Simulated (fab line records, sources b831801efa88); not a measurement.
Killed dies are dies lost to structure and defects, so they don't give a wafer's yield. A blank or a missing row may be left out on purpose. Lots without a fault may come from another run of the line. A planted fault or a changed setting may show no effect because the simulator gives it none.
fab line records | flow sky130
record lots=6 wafers=18 last_day=50
route steps=708 shown DNWELL@41 PWDE@45 NWELL@56 PAD_OPEN@708
lots that met no fault: from a run of the same line without faults
start_h: hours from the record's first day to the start of the lot's first wafer shown | wait_h: hours since the lot's step before | " the same as in the row above | L1.1+2: a row that stands for several wafers | - no value, or no start given | * or withheld: withheld | < > ~ a bound
route shown NAME@n: a module of which the file shows steps, and the number in the route of the first | usual: mean/standard deviation of fault-free wafers | same: alike in all rows | chamber/n: place in a boat | sites: the reading at each site | _std_site: their standard deviation | _edge_site: outer sites' mean less inner sites' | radius_mm: how far each site lies from the wafer's centre | mask NAME#n: copy n | behind: the tool/chamber that last shaped the wafer | hold: why the lot was held/for how many hours/how that ended | device: the transistor (n, p or np) that didn't switch | end of line: the same wafers' tests at the end of the route | a step without rows: its recipe alone | killed: dies lost to structure and defects at the first sort, not the wafer's yield | map: a wafer's dies, x killed, . not, _ none there
set.NAME: the setting as run; set.NAME@STEP: as run at that earlier step | model.NAME: the simulator's own value behind a step, which no gauge read
lots at some steps of the route; a table a step, a row a wafer
services: from which hour (start_h, from the record's first day; less than 0 if before it) a tool's chamber was out of use, for how many hours, and why
## steps
# step SKY_DNWELL_DEVELOP_06
# recipe wall_angle_deg=90 developer=TMAH develop_time_s=60 dev_temp_c=23
# step SKY_DNWELL_IMPLANT_07
# recipe species=P energy_kev=withheld dose_cm2=withheld tilt_deg=withheld
# step SKY_DNWELL_STRIP_08
# recipe chemistry=O2/N2 power_w=1400 pressure_mtorr=1500 platen_temp_c=withheld o2_flow_sccm=3000 n2_flow_sccm=300 overash_fraction=0.5
# usual drypump_motor_current_A=5.7/0.46 n2_flow_sccm=300.1/0.81 o2_flow_sccm=2999/9.3 oes_product_au=0.722/0.0047 strip_time_to_endpoint_s=36.96/0.11
# same overash_fraction=0.5
# columns lot.wafer tool chamber start_h wait_h drypump_motor_current_A n2_flow_sccm o2_flow_sccm oes_product_au rf_hours_counter_h strip_time_to_endpoint_s
L292.1 plasma_asher-02 0 66.69 0.1 5.1 301.7 2987 0.725 26 36.97
L292.3 " 1 " " 5.2 299.3 2995 0.722 - 37.02
L292.5 " 1 " " 5.2 298.7 2998 0.724 - 36.94
L294.2 plasma_asher-01 1 78.34 0.1 6.2 300.5 2996 0.732 40 36.81
L294.4 " 1 " " 6.2 299.7 2986 0.718 - 36.85
L294.5 " 0 " " 5.4 298.9 2995 0.714 - 36.83
L303.2 plasma_asher-01 1 130.39 0.1 6.2 299.0 3019 0.727 1 37.04
L303.3 " 0 " " 5.4 299.6 3012 0.714 - 37.02
L303.6 " 1 " " 6.2 299.8 3022 0.725 - 36.85
L306.1 plasma_asher-01 0 146.38 0.1 5.4 300.8 3005 0.718 3 37.07
L306.4 " 1 " " 6.2 300.3 3008 0.718 - 37.12
L306.5 " 0 " " 5.4 300.4 3005 0.722 - 37.18
L307.2 plasma_asher-03 1 152.58 0.1 5.9 300.5 3004 0.723 46 36.92
L307.5 " 1 " " 5.9 299.9 2993 0.715 - 36.87
L307.6 " 0 " " 6.3 301.1 2999 0.721 - 36.91
L310.1 plasma_asher-01 0 166.54 0.1 5.4 300.2 2989 0.728 5 37.03
L310.2 " 1 " " 6.2 298.9 2987 0.724 5 37.16
L310.5 " 0 " " 5.4 300.5 2996 0.719 - 37.10
# step SKY_DNWELL_TW_MEAS_09
# usual DNWELL_TW=1115/9.3
# columns lot.wafer tool chamber start_h wait_h DNWELL_TW
L292.1 film_metro-03 - 66.79 0.1 1113
L292.3 " - " " 1113
L292.5 " - " " 1115
L294.2 film_metro-02 - 78.45 0.1 1120
L294.4 " - " " 1123
L294.5 " - " " 1122
L303.2 film_metro-03 - 130.50 0.1 1105
L303.3 " - " " 1107
L303.6 " - " " 1108
L306.1 film_metro-04 - 146.48 0.1 1109
L306.4 " - " " 1117
L306.5 " - " " 1114
L307.2 film_metro-02 - 152.69 0.1 1120
L307.5 " - " " 1125
L307.6 " - " " 1127
L310.1 film_metro-04 - 166.64 0.1 1112
L310.2 " - " " 1116
L310.5 " - " " 1121
# step SKY_PWDE_DEHYDRATE_00
# recipe temp_c=200 time_s=60
# step SKY_PWDE_HMDS_01
# recipe prime_time_s=60 prime_temp_c=120
# step SKY_PWDE_COAT_02
# recipe spin_rpm=2000 resist_thk_nm=3000
# step SKY_PWDE_SOFTBAKE_03
# recipe temp_c=110 time_s=withheld
# step SKY_PWDE_EXPOSE_04
# recipe mask_id=PWDEM na=0.6 source_shape=conventional sigma_outer=0.6 polarization=unpolarized target_cd_nm=840 dose_mj=214
# step SKY_PWDE_PEB_05
# recipe temp_c=115 time_s=withheld
# step SKY_PWDE_DEVELOP_06
# recipe wall_angle_deg=90 developer=TMAH develop_time_s=60 dev_temp_c=23
# step SKY_PWDE_OVL_MEAS_07
# usual PWDE_OVL=-0.4/1.3
# columns lot.wafer tool chamber start_h wait_h PWDE_OVL[nm]
L292.1 overlay-02 - 84.09 - -2.2
L292.3 " - " " -1.5
L292.5 " - " " -2.6
L294.2 overlay-02 - 95.88 - 0.9
L294.4 " - " " 1.2
L294.5 " - " " 1.6
L303.2 overlay-02 - 150.45 - -2.4
L303.3 " - " " -2.4
L303.6 " - " " -1.3
L306.1 overlay-02 - 166.08 - 1.0
L306.4 " - " " 0.3
L306.5 " - " " 0.0
L307.2 overlay-01 - 172.53 - -1.0
L307.5 " - " " -0.9
L307.6 " - " " -2.1
L310.1 overlay-02 - 188.08 - 0.2
L310.2 " - " " 0.0
L310.5 " - " " 1.3
# step SKY_PWDE_IMPLANT_08
# recipe species=B energy_kev=150 dose_cm2=3.6e+12 tilt_deg=withheld
# usual dose_ions_cm2=3.601e+12/3.3e+09
# columns lot.wafer tool chamber start_h wait_h dose_ions_cm2
L292.1 implanter-02 0 84.13 0.0 3.604e+12
L292.3 " 0 " " 3.602e+12
L292.5 " 0 " " 3.602e+12
L294.2 implanter-04 0 95.94 0.0 3.602e+12
L294.4 " 0 " " 3.598e+12
L294.5 " 0 " " 3.602e+12
L303.2 implanter-04 0 150.50 0.0 3.666e+12
L303.3 " 0 " " 3.673e+12
L303.6 " 0 " " 3.665e+12
L306.1 implanter-04 0 166.11 0.0 3.668e+12
L306.4 " 0 " " 3.673e+12
L306.5 " 0 " " 3.663e+12
L307.2 implanter-02 0 172.59 0.0 3.6e+12
L307.5 " 0 " " 3.595e+12
L307.6 " 0 " " 3.6e+12
L310.1 implanter-03 0 188.11 0.0 3.6e+12
L310.2 " 0 " " 3.599e+12
L310.5 " 0 " " 3.606e+12
# step SKY_PWDE_STRIP_09
# recipe chemistry=O2/N2 power_w=1400 pressure_mtorr=1500 platen_temp_c=withheld o2_flow_sccm=3000 n2_flow_sccm=300 overash_fraction=0.5
# usual drypump_motor_current_A=5.9/0.36 n2_flow_sccm=300.0/1 o2_flow_sccm=3001/9.1 oes_product_au=0.723/0.0049 strip_time_to_endpoint_s=36.94/0.12
# same overash_fraction=0.5
# columns lot.wafer tool chamber start_h wait_h drypump_motor_current_A n2_flow_sccm o2_flow_sccm oes_product_au rf_hours_counter_h strip_time_to_endpoint_s
L292.1 plasma_asher-01 0 84.28 0.1 5.4 299.1 2996 0.720 41 36.82
L292.3 " 1 " " 6.2 299.8 3003 0.724 - 36.96
L292.5 " 0 " " 5.4 299.9 2995 0.714 - 36.97
L294.2 plasma_asher-04 0 96.06 0.1 6.3 298.1 2995 0.722 39 36.71
L294.4 " 0 " " 6.3 298.9 3002 0.721 - 36.90
L294.5 " 1 " " 5.5 299.7 3002 0.725 - 36.88
L303.2 plasma_asher-01 0 150.63 0.1 5.4 300.3 3011 0.729 3 36.80
L303.3 " 1 " " 6.2 297.8 2986 0.722 - 36.84
L303.6 " 1 " " 6.2 297.3 2987 0.722 - 36.77
L306.1 plasma_asher-03 0 166.26 0.1 6.3 297.4 3003 0.718 47 37.05
L306.4 " 0 " " 6.4 299.2 3006 0.721 - 37.04
L306.5 " 0 " " 6.4 299.6 3001 0.723 - 37.12
L307.2 plasma_asher-03 1 172.71 0.1 5.9 299.7 3001 0.721 48 36.82
L307.5 " 0 " " 6.4 300.4 2989 0.721 - 36.90
L307.6 " 1 " " 5.9 299.8 2997 0.716 - 36.82
L310.1 plasma_asher-04 0 188.26 0.1 6.2 300.8 2988 0.718 48 36.82
L310.2 " 1 " " 5.6 300.5 2999 0.715 48 36.87
L310.5 " 0 " " 6.2 300.0 2979 0.723 - 36.86
# step SKY_PWDE_TW_MEAS_10
# usual PWDE_TW=375/3.2
# columns lot.wafer tool chamber start_h wait_h PWDE_TW
L292.1 film_metro-02 - 84.38 0.1 378
L292.3 " - " " 380
L292.5 " - " " 380
L294.2 film_metro-03 - 96.17 0.1 372
L294.4 " - " " 371
L294.5 " - " " 370
L303.2 film_metro-02 - 150.74 0.1 380
L303.3 " - " " 378
L303.6 " - " " 378
L306.1 film_metro-03 - 166.36 0.1 372
L306.4 " - " " 373
L306.5 " - " " 374
L307.2 film_metro-02 - 172.82 0.1 375
L307.5 " - " " 375
L307.6 " - " " 374
L310.1 film_metro-03 - 188.36 0.1 374
L310.2 " - " " 374
L310.5 " - " " 374
# step SKY_NWELL_DEHYDRATE_03
# recipe temp_c=200 time_s=60
# step SKY_NWELL_HMDS_04
# recipe prime_time_s=60 prime_temp_c=120
# step SKY_NWELL_COAT_05
# recipe spin_rpm=2000 resist_thk_nm=3000
# step SKY_NWELL_SOFTBAKE_06
# recipe temp_c=110 time_s=withheld
# step SKY_NWELL_EXPOSE_07
# recipe mask_id=NWM na=0.6 source_shape=conventional sigma_outer=0.6 polarization=unpolarized target_cd_nm=840 dose_mj=255
# step SKY_NWELL_PEB_08
# recipe temp_c=115 time_s=withheld
# step SKY_NWELL_DEVELOP_09
# recipe wall_angle_deg=90 developer=TMAH develop_time_s=60 dev_temp_c=23
# step SKY_NWELL_OVL_MEAS_10
# usual NWELL_00_OVL=-0.1/1.1
# columns lot.wafer tool chamber start_h wait_h NWELL_00_OVL[nm]
L292.1 overlay-01 - 101.33 - -2.4
L292.3 " - " " -0.4
L292.5 " - " " 0.6
L294.2 overlay-02 - 113.15 - -0.3
L294.4 " - " " -0.8
L294.5 " - " " -0.7
L303.2 overlay-01 - 170.23 - 0.1
L303.3 " - " " -0.4
L303.6 " - " " -1.0
L306.1 overlay-02 - 187.32 - -1.4
L306.4 " - " " -1.7
L306.5 " - " " -1.7
L307.2 overlay-02 - 194.83 - -0.8
L307.5 " - " " -0.2
L307.6 " - " " -0.5
L310.1 overlay-01 - 210.12 - 0.9
L310.2 " - " " 0.7
L310.5 " - " " 3.1
# step SKY_NWELL_IMPLANT_11
# recipe species=P energy_kev=400 dose_cm2=1.9e+13 tilt_deg=withheld
# step SKY_NWELL_IMPLANT_12
# recipe species=P energy_kev=120 dose_cm2=1.3e+12 tilt_deg=withheld
# step SKY_NWELL_IMPLANT_13
# recipe species=P energy_kev=50 dose_cm2=7.116e+11 tilt_deg=withheld
# step SKY_NWELL_STRIP_14
# recipe chemistry=O2/N2 power_w=1400 pressure_mtorr=1500 platen_temp_c=withheld o2_flow_sccm=3000 n2_flow_sccm=300 overash_fraction=0.5
# usual drypump_motor_current_A=5.7/0.44 n2_flow_sccm=300.0/0.95 o2_flow_sccm=3000/9.1 oes_product_au=0.723/0.0047 strip_time_to_endpoint_s=36.91/0.091
# same overash_fraction=0.5
# columns lot.wafer tool chamber start_h wait_h drypump_motor_current_A n2_flow_sccm o2_flow_sccm oes_product_au rf_hours_counter_h strip_time_to_endpoint_s
L292.1 plasma_asher-01 0 101.81 0.1 5.4 301.3 3011 0.725 42 36.95
L292.3 " 1 " " 6.2 299.8 2992 0.731 - 37.01
L292.5 " 1 " " 6.2 300.7 2988 0.721 - 36.98
L294.2 plasma_asher-02 0 113.63 0.1 5.1 300.1 2985 0.714 31 37.04
L294.4 " 1 " " 5.2 299.9 3001 0.726 - 36.99
L294.5 " 0 " " 5.2 300.4 3005 0.714 - 37.07
L303.2 plasma_asher-01 0 170.71 0.1 5.4 300.1 2997 0.721 5 37.19
L303.3 " 0 " " 5.4 301.9 3012 0.723 - 37.07
L303.6 " 0 " " 5.4 299.8 2999 0.715 - 37.08
L306.1 plasma_asher-01 0 187.81 0.1 5.4 301.6 2996 0.723 7 36.91
L306.4 " 0 " " 5.4 300.7 2993 0.717 - 36.87
L306.5 " 0 " " 5.4 300.8 3008 0.722 - 36.88
L307.2 plasma_asher-01 1 195.31 0.1 6.2 300.3 2992 0.727 7 36.70
L307.5 " 1 " " 6.2 301.4 2994 0.726 - 36.83
L307.6 " 0 " " 5.4 299.0 3004 0.729 - 36.70
L310.1 plasma_asher-02 1 210.61 0.1 5.2 299.8 2997 0.724 41 36.87
L310.2 " 0 " " 5.1 299.7 2990 0.720 41 36.91
L310.5 " 1 " " 5.2 300.5 3013 0.716 - 36.88
# step SKY_NWELL_TW_MEAS_15
# usual NWELL_TW=1829/14
# columns lot.wafer tool chamber start_h wait_h NWELL_TW
L292.1 film_metro-02 - 101.91 0.1 1838
L292.3 " - " " 1854
L292.5 " - " " 1852
L294.2 film_metro-03 - 113.74 0.1 1804
L294.4 " - " " 1803
L294.5 " - " " 1803
L303.2 film_metro-03 - 170.82 0.1 1808
L303.3 " - " " 1816
L303.6 " - " " 1809
L306.1 film_metro-02 - 187.91 0.1 1824
L306.4 " - " " 1829
L306.5 " - " " 1830
L307.2 film_metro-03 - 195.42 0.1 1822
L307.5 " - " " 1824
L307.6 " - " " 1812
L310.1 film_metro-04 - 210.71 0.1 1833
L310.2 " - " " 1826
L310.5 " - " " 1829
# step SKY_NWELL_DEHYDRATE_16
# recipe temp_c=200 time_s=60
# step SKY_NWELL_HMDS_17
# recipe prime_time_s=60 prime_temp_c=120
# step SKY_NWELL_COAT_18
# recipe spin_rpm=2000 resist_thk_nm=3000
# step SKY_NWELL_SOFTBAKE_19
# recipe temp_c=110 time_s=withheld
# step SKY_NWELL_EXPOSE_20
# recipe mask_id=NWM_COMPLEMENT na=0.6 source_shape=conventional sigma_outer=0.6 polarization=unpolarized target_cd_nm=840 dose_mj=260
# step SKY_NWELL_PEB_21
# recipe temp_c=115 time_s=withheld
# step SKY_NWELL_DEVELOP_22
# recipe wall_angle_deg=90 developer=TMAH develop_time_s=60 dev_temp_c=23
# step SKY_NWELL_OVL_MEAS_23
# usual NWELL_01_OVL=1.2/1.3
# columns lot.wafer tool chamber start_h wait_h NWELL_01_OVL[nm]
L292.1 overlay-02 - 119.97 - 1.9
L292.3 " - " " 1.8
L292.5 " - " " 1.5
L294.2 overlay-02 - 132.15 - 3.8
L294.4 " - " " 2.8
L294.5 " - " " 3.5
L303.2 overlay-02 - 192.18 - 2.0
L303.3 " - " " 3.2
L303.6 " - " " 1.6
L306.1 overlay-01 - 209.47 - 1.9
L306.4 " - " " 0.6
L306.5 " - " " 1.1
L307.2 overlay-02 - 216.63 - 1.3
L307.5 " - " " -0.8
L307.6 " - " " -0.7
L310.1 overlay-02 - 232.63 - 0.5
L310.2 " - " " 0.6
L310.5 " - " " -0.4
# step SKY_NWELL_IMPLANT_24
# recipe species=B energy_kev=140 dose_cm2=9.2e+12 tilt_deg=withheld
# step SKY_NWELL_STRIP_25
# recipe chemistry=O2/N2 power_w=1400 pressure_mtorr=1500 platen_temp_c=withheld o2_flow_sccm=3000 n2_flow_sccm=300 overash_fraction=0.5
# usual drypump_motor_current_A=5.5/0.43 n2_flow_sccm=300.0/0.89 o2_flow_sccm=3002/8.3 oes_product_au=0.723/0.0048 strip_time_to_endpoint_s=36.94/0.1
# same overash_fraction=0.5
# columns lot.wafer tool chamber start_h wait_h drypump_motor_current_A n2_flow_sccm o2_flow_sccm oes_product_au rf_hours_counter_h strip_time_to_endpoint_s
L292.1 plasma_asher-02 1 120.16 0.1 5.2 299.9 3007 0.728 32 36.77
L292.3 " 1 " " 5.2 299.7 2994 0.725 - 36.91
L292.5 " 1 " " 5.2 299.5 2991 0.723 - 36.98
L294.2 plasma_asher-02 0 132.45 0.1 5.2 301.2 2997 0.721 33 37.07
L294.4 " 1 " " 5.2 299.1 2992 0.730 - 36.98
L294.5 " 0 " " 5.2 300.4 2998 0.729 - 37.03
L303.2 plasma_asher-02 0 192.36 0.1 5.2 301.1 3017 0.723 39 36.94
L303.3 " 1 " " 5.2 297.2 3000 0.717 - 36.93
L303.6 " 0 " " 5.1 299.9 3002 0.731 - 36.98
L306.1 plasma_asher-04 0 209.66 0.1 6.2 299.2 3013 0.729 50 37.07
L306.4 " 0 " " 6.2 300.0 3006 0.719 - 37.08
L306.5 " 1 " " 5.6 300.2 3002 0.722 - 37.02
L307.2 plasma_asher-02 0 216.81 0.1 5.1 300.5 2997 0.710 41 36.87
L307.5 " 1 " " 5.2 300.3 3014 0.722 - 36.95
L307.6 " 0 " " 5.1 300.1 2997 0.723 - 36.98
L310.1 plasma_asher-01 0 232.81 0.1 5.4 300.6 3006 0.716 10 37.08
L310.2 " 1 " " 6.2 300.3 3003 0.733 10 37.01
L310.5 " 0 " " 5.4 300.6 2996 0.723 - 37.02
# step SKY_NWELL_TW_MEAS_26
# usual NWELL_2_TW=497/4.2
# columns lot.wafer tool chamber start_h wait_h NWELL_2_TW
L292.1 film_metro-02 - 120.26 0.1 501
L292.3 " - " " 498
L292.5 " - " " 503
L294.2 film_metro-04 - 132.56 0.1 492
L294.4 " - " " 493
L294.5 " - " " 491
L303.2 film_metro-03 - 192.47 0.1 498
L303.3 " - " " 498
L303.6 " - " " 497
L306.1 film_metro-04 - 209.76 0.1 499
L306.4 " - " " 498
L306.5 " - " " 500
L307.2 film_metro-03 - 216.92 0.1 491
L307.5 " - " " 490
L307.6 " - " " 489
L310.1 film_metro-04 - 232.91 0.1 495
L310.2 " - " " 495
L310.5 " - " " 500
# step SKY_NWELL_CLEAN_27
# recipe chemistry=SC1/SC2 mix=1:4:20 temp_c=70 time_s=150 dry=n2_spin
# step SKY_NWELL_RTA_28
# recipe temp_c=1050 time_s=30 idle_temp_c=650 ramp_up_c_per_s=150 ramp_down_c_per_s=90 ambient=N2
# usual lamp_power_pct=25.31/0.055 ramp_down_c_per_s=90.002/0.018 wafer_temp_C_max=1054.9/1
# same time_s=30
# columns lot.wafer tool chamber start_h wait_h lamp_power_pct ramp_down_c_per_s wafer_temp_C_max
L292.1 rtp_anneal-02 0 120.37 0.0 25.39 89.965 1054.9
L292.3 " 0 " " 25.39 89.965 1054.9
L292.5 " 0 " " 25.26 89.988 1056.2
L294.2 rtp_anneal-02 0 132.67 0.0 25.30 90.035 1054.8
L294.4 " 0 " " 25.39 90.006 1055.8
L294.5 " 0 " " 25.26 90.012 1054.8
L303.2 rtp_anneal-02 0 192.59 0.0 25.26 90.008 1055.0
L303.3 " 0 " " 25.40 90.011 1055.0
L303.6 " 0 " " 25.26 90.038 1056.8
L306.1 rtp_anneal-01 0 209.88 0.0 25.27 90.009 1054.6
L306.4 " 0 " " 25.35 90.002 1054.9
L306.5 " 0 " " 25.35 90.019 1054.8
L307.2 rtp_anneal-01 0 217.04 0.0 25.38 90.035 1053.7
L307.5 " 0 " " 25.35 89.986 1054.2
L307.6 " 0 " " 25.38 89.978 1056.0
L310.1 rtp_anneal-01 0 233.02 0.0 25.32 90.007 1055.6
L310.2 " 0 " " 25.43 89.968 1053.5
L310.5 " 0 " " 25.35 90.005 1054.7
# step SKY_NWELL_RS_MEAS_29
# recipe thk_meas_gauge=four-point-probe
# usual NWELL_RS=624.6/1.6
# columns lot.wafer tool chamber start_h wait_h NWELL_RS[ohm/sq]
L292.1 film_metro-03 - 120.47 0.1 625.3
L292.3 " - " " 623.4
L292.5 " - " " 625.3
L294.2 film_metro-02 - 132.78 0.1 627.1
L294.4 " - " " 625.8
L294.5 " - " " 626.2
L303.2 film_metro-02 - 192.70 0.1 624.8
L303.3 " - " " 625.1
L303.6 " - " " 625.7
L306.1 film_metro-02 - 209.98 0.1 627.1
L306.4 " - " " 626.0
L306.5 " - " " 627.9
L307.2 film_metro-03 - 217.14 0.1 625.8
L307.5 " - " " 626.7
L307.6 " - " " 626.3
L310.1 film_metro-03 - 233.22 0.2 624.8
L310.2 " - " " 624.5
L310.5 " - " " 626.8
# step SKY_NWELL_RS_MEAS_31
# recipe thk_meas_gauge=four-point-probe
# usual PWDE_RS=5279/17
# columns lot.wafer tool chamber start_h wait_h PWDE_RS[ohm/sq]
L292.1 film_metro-03 - 120.71 0.1 5267
L292.3 " - " " 5269
L292.5 " - " " 5263
L294.2 film_metro-02 - 133.02 0.1 5267
L294.4 " - " " 5277
L294.5 " - " " 5263
L303.2 film_metro-02 - 192.94 0.1 5227
L303.3 " - " " 5241
L303.6 " - " " 5208
L306.1 film_metro-02 - 210.22 0.1 5215
L306.4 " - " " 5197
L306.5 " - " " 5204
L307.2 film_metro-03 - 217.38 0.1 5307
L307.5 " - " " 5300
L307.6 " - " " 5296
L310.1 film_metro-03 - 233.46 0.1 5234
L310.2 " - " " 5252
L310.5 " - " " 5254
# step SKY_PAD_OPEN_PROBE_99
# usual killed_at_M0_to_M3=43/7.7 killed_at_M4_up=3.4/1.9 killed_at_contacts=25/5.6 killed_at_front_end=14/4.3 killed_at_other=0.2/0.5 killed_dies=86/10 killed_open=47/7.2 killed_short=39/6.7
# same gross_dies=492 killed_at_back_side=0
# columns lot.wafer tool chamber start_h wait_h killed_at_M0_to_M3 killed_at_M4_up killed_at_contacts killed_at_front_end killed_at_other killed_dies killed_open killed_short model.etest.res_pwde_under_gate.rs_ohm_sq
L292.1 prober-01 - 1098.14 0.1 46 4 35 21 0 106 56 50 6119
L292.3 prober-01 - 1098.24 0.2 37 2 28 17 0 84 38 46 6117
L292.5 prober-01 - 1098.34 0.2 44 1 25 19 0 89 45 44 6123
L294.2 prober-01 - 1109.16 0.1 50 3 14 18 0 85 41 44 6146
L294.4 prober-01 - 1109.26 0.2 45 5 28 15 0 93 57 36 6151
L294.5 prober-01 - 1109.31 0.2 49 2 23 13 0 87 49 38 6167
L306.1 prober-01 - 1178.00 0.1 48 6 23 22 1 100 44 56 6068
L306.4 prober-01 - 1178.15 0.2 35 2 24 18 0 79 38 41 6059
L306.5 prober-01 - 1178.20 0.2 43 8 28 8 1 88 48 40 6053
L303.2 prober-02 - 1178.34 0.1 40 2 25 13 0 80 41 39 6073
L303.3 prober-02 - 1178.39 0.2 41 5 31 11 1 89 44 45 6072
L303.6 prober-02 - 1178.54 0.2 43 6 31 10 0 90 44 46 6010
L307.2 prober-02 - 1185.26 0.1 27 5 34 13 0 79 45 34 6244
L307.5 prober-02 - 1185.41 0.2 37 2 37 15 1 92 56 36 6160
L307.6 prober-02 - 1185.46 0.2 32 2 29 19 0 82 44 38 6227
L310.1 prober-01 - 1191.57 0.1 31 7 23 16 1 78 42 36 6141
L310.2 prober-01 - 1191.62 0.1 38 3 33 18 1 93 49 44 6190
L310.5 prober-01 - 1191.77 0.2 44 4 20 12 1 81 41 40 6173
# killed by level:class
L292.1 LI_CONTACT:geometric_particle:open=13 CONTACT:geometric_particle:open=9 VIA1:geometric_particle:open=8 METAL2:geometric_particle:short=8 FIELD_ISO:geometric_particle:short=7 VIA2:geometric_particle:open=7 POLY_GATE:geometric_particle:short=6 FIELD_ISO:geometric_particle:open=5
L292.3 CONTACT:geometric_particle:open=9 LI_CONTACT:geometric_particle:open=8 VIA3:geometric_particle:short=8 METAL1:geometric_particle:short=6 VIA2:geometric_particle:open=6 POLY_GATE:geometric_particle:short=5 LOCAL_INTERCONNECT:geometric_particle:short=5 VIA1:geometric_particle:open=5
L292.5 VIA1:geometric_particle:open=10 FIELD_ISO:geometric_particle:short=8 LI_CONTACT:geometric_particle:open=7 LOCAL_INTERCONNECT:geometric_particle:short=7 CONTACT:geometric_particle:open=7 VIA1:geometric_particle:short=6 VIA3:geometric_particle:open=6 METAL1:geometric_particle:short=5
L294.2 VIA2:geometric_particle:open=8 VIA1:geometric_particle:open=8 FIELD_ISO:geometric_particle:open=6 METAL1:geometric_particle:short=6 METAL3:geometric_particle:short=6 VIA3:geometric_particle:short=5 POLY_GATE:geometric_particle:open=5 METAL2:geometric_particle:short=5
L294.4 VIA1:geometric_particle:open=15 CONTACT:geometric_particle:open=12 VIA3:geometric_particle:open=10 FIELD_ISO:geometric_particle:short=7 VIA2:geometric_particle:open=7 LI_CONTACT:geometric_particle:open=6 LI_CONTACT:geometric_particle:short=5 POLY_GATE:geometric_particle:open=4
L294.5 VIA1:geometric_particle:open=10 VIA3:geometric_particle:open=10 VIA2:geometric_particle:open=7 VIA2:geometric_particle:short=6 CONTACT:geometric_particle:open=6 LOCAL_INTERCONNECT:geometric_particle:short=5 LI_CONTACT:geometric_particle:open=4 METAL1:geometric_particle:short=4
L306.1 FIELD_ISO:geometric_particle:short=8 CONTACT:geometric_particle:open=8 METAL1:geometric_particle:short=8 FIELD_ISO:geometric_particle:open=7 VIA2:geometric_particle:open=7 VIA1:geometric_particle:open=7 VIA2:geometric_particle:short=7 LI_CONTACT:geometric_particle:open=6
L306.4 CONTACT:geometric_particle:open=12 POLY_GATE:geometric_particle:short=7 METAL1:geometric_particle:short=7 VIA2:geometric_particle:open=6 LI_CONTACT:geometric_particle:open=5 CONTACT:geometric_particle:short=5 VIA1:geometric_particle:short=5 VIA1:geometric_particle:open=5
L306.5 VIA1:geometric_particle:open=12 CONTACT:geometric_particle:open=10 VIA3:geometric_particle:open=8 LI_CONTACT:geometric_particle:open=7 VIA1:geometric_particle:short=7 METAL1:geometric_particle:short=6 METAL4:geometric_particle:short=6 METAL2:geometric_particle:short=4
L303.2 CONTACT:geometric_particle:open=11 VIA1:geometric_particle:open=11 METAL1:geometric_particle:short=6 METAL2:geometric_particle:short=6 POLY_GATE:geometric_particle:open=5 LI_CONTACT:geometric_particle:open=5 FIELD_ISO:geometric_particle:short=4 CONTACT:geometric_particle:short=4
L303.3 LI_CONTACT:geometric_particle:open=10 METAL1:geometric_particle:short=9 CONTACT:geometric_particle:open=9 VIA1:geometric_particle:open=7 LOCAL_INTERCONNECT:geometric_particle:short=5 VIA3:geometric_particle:open=5 VIA1:geometric_particle:short=4 METAL2:geometric_particle:short=4
L303.6 CONTACT:geometric_particle:open=11 VIA1:geometric_particle:open=10 CONTACT:geometric_particle:short=8 VIA2:geometric_particle:open=7 LI_CONTACT:geometric_particle:open=6 VIA1:geometric_particle:short=6 METAL2:geometric_particle:short=6 METAL4:geometric_particle:short=5
L307.2 LI_CONTACT:geometric_particle:open=11 VIA1:geometric_particle:open=10 CONTACT:geometric_particle:short=7 CONTACT:geometric_particle:open=7 LOCAL_INTERCONNECT:geometric_particle:short=6 FIELD_ISO:geometric_particle:short=4 VIA2:geometric_particle:open=4 METAL2:geometric_particle:short=4
L307.5 CONTACT:geometric_particle:open=12 VIA1:geometric_particle:open=10 LI_CONTACT:geometric_particle:open=10 CONTACT:geometric_particle:short=7 VIA2:geometric_particle:open=6 FIELD_ISO:geometric_particle:open=4 LOCAL_INTERCONNECT:geometric_particle:short=4 METAL1:geometric_particle:short=4
L307.6 CONTACT:geometric_particle:open=10 CONTACT:geometric_particle:short=8 VIA1:geometric_particle:open=8 LI_CONTACT:geometric_particle:open=7 FIELD_ISO:geometric_particle:open=6 FIELD_ISO:geometric_particle:short=6 VIA2:geometric_particle:open=6 VIA3:geometric_particle:short=4
L310.1 CONTACT:geometric_particle:open=8 VIA1:geometric_particle:open=8 VIA2:geometric_particle:open=8 FIELD_ISO:geometric_particle:open=4 FIELD_ISO:geometric_particle:short=4 POLY_GATE:geometric_particle:short=4 POLY_GATE:geometric_particle:open=4 LI_CONTACT:geometric_particle:short=4
L310.2 CONTACT:geometric_particle:open=16 VIA1:geometric_particle:open=8 METAL1:geometric_particle:short=6 VIA2:geometric_particle:short=6 VIA2:geometric_particle:open=6 FIELD_ISO:geometric_particle:open=5 LI_CONTACT:geometric_particle:open=5 LOCAL_INTERCONNECT:geometric_particle:short=5
L310.5 CONTACT:geometric_particle:open=8 VIA2:geometric_particle:open=8 VIA3:geometric_particle:open=8 CONTACT:geometric_particle:short=6 METAL2:geometric_particle:short=6 VIA1:geometric_particle:open=5 FIELD_ISO:geometric_particle:short=4 FIELD_ISO:geometric_particle:open=4
## services
# columns tool chamber start_h hours kind
plasma_asher-03 - 73.73 0.5 repair
implanter-03 - 74.91 1.4 repair
implanter-02 - 79.85 1.2 repair
implanter-02 - 108.66 1.7 repair
plasma_asher-01 - 108.75 9.0 pm
plasma_asher-01 0 108.75 9.0 vent_cycle
plasma_asher-01 1 108.75 9.0 vent_cycle
plasma_asher-01 0 117.75 - clean
plasma_asher-01 1 117.75 - clean
rtp_anneal-01 - 124.74 68.8 pm
implanter-04 - 127.07 14.2 pm
plasma_asher-04 - 159.48 1.5 repair
implanter-03 - 163.73 3.8 pm
rtp_anneal-01 - 193.49 3.1 pm
plasma_asher-01 - 201.45 14.6 pm
## key
first_sign step=SKY_PWDE_IMPLANT_08 reading=dose_ions_cm2 direction=up sigmas=20 usual=* struck=*
effect step=SKY_NWELL_RS_MEAS_31 reading=PWDE_RS direction=down sigmas=3.8 usual=5279 struck=5215
model_effect step=SKY_PAD_OPEN_PROBE_99 value=etest.res_pwde_under_gate.rs_ohm_sq without=6160 struck=6056
met_at SKY_PWDE_IMPLANT_08
struck_wafers L303.2,L303.3,L303.6,L306.1,L306.4,L306.5
tester_left_out L303,L306
onset_between 95.94 150.50
fault kind=process_parameter_drift tool=implanter-04 chamber=- onset_h=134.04 steps=SKY_PWDE_IMPLANT_08 channel=dose_cm2 offset=* shape=step end_h=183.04 acts_in=* stated=*
# tester_left_out: of these lots the tester's yield and bins aren't shown, on N5 and GAA mostly nor the transistor test; their killed dies are dies lost to structure and defects alone, not to doping, threshold or leakage, so they don't give the yield
